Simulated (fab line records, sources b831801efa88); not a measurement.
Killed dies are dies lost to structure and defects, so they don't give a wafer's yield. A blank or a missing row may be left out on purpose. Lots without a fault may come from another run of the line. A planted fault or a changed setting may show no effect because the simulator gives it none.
Chamber matching | flow gf180mcu | GF_V2_ETCH_16 on rie_diel-01: 4 sister chambers
The step etches BARC in N2/H2. 4 wafers are shown with their chamber, then 9 later ones without.

WAFERS WITH THEIR CHAMBER
wafer  | chamber | n2_flow_sccm (sccm)
L086.4 | 1       | 100.2
L087.2 | 3       | 100.3
L087.3 | 0       | 100.3
L087.5 | 2       | 99.5

WAFERS WITHOUT THEIR CHAMBER
wafer  | n2_flow_sccm (sccm)
L088.1 | 99.8
L088.3 | 100.0
L088.6 | 99.6
L090.1 | 99.9
L090.2 | 100.7
L090.3 | 100.2
L096.1 | 99.8
L096.2 | 100.8
L096.6 | 100.3

WHICH CHAMBER EACH WENT THROUGH
wafer  | from the rows above               | in truth
L088.1 | can't be placed: 2 or 1 or 0 or 3 | 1
L088.3 | can't be placed: 1 or 0 or 3 or 2 | 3
L088.6 | can't be placed: 2 or 1           | 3
L090.1 | can't be placed: 1 or 0 or 3 or 2 | 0
L090.2 | can't be placed: 0 or 3 or 1      | 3
L090.3 | can't be placed: 1 or 0 or 3      | 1
L096.1 | can't be placed: 2 or 1 or 0 or 3 | 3
L096.2 | can't be placed: 0 or 3 or 1      | 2
L096.6 | can't be placed: 0 or 3 or 1      | 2
Placed correctly: 0 of 9. Can't be placed from these rows: 9 (the true chamber is among the candidates in 6). Placed wrongly: 0.
How it was worked out, from the rows above alone: a wafer's distance from a chamber is the root of the sum, over the readings, of the square of ((its reading less the chamber's mean) divided by the reading's scatter). The wafer belongs to the nearest chamber; if the next one is less than 2 further off, it can't be placed. A chamber's mean is the mean of its shown wafers. The scatter: with one shown wafer a chamber, the root of the mean of the squares of how far each hidden wafer lies from its nearest shown one.
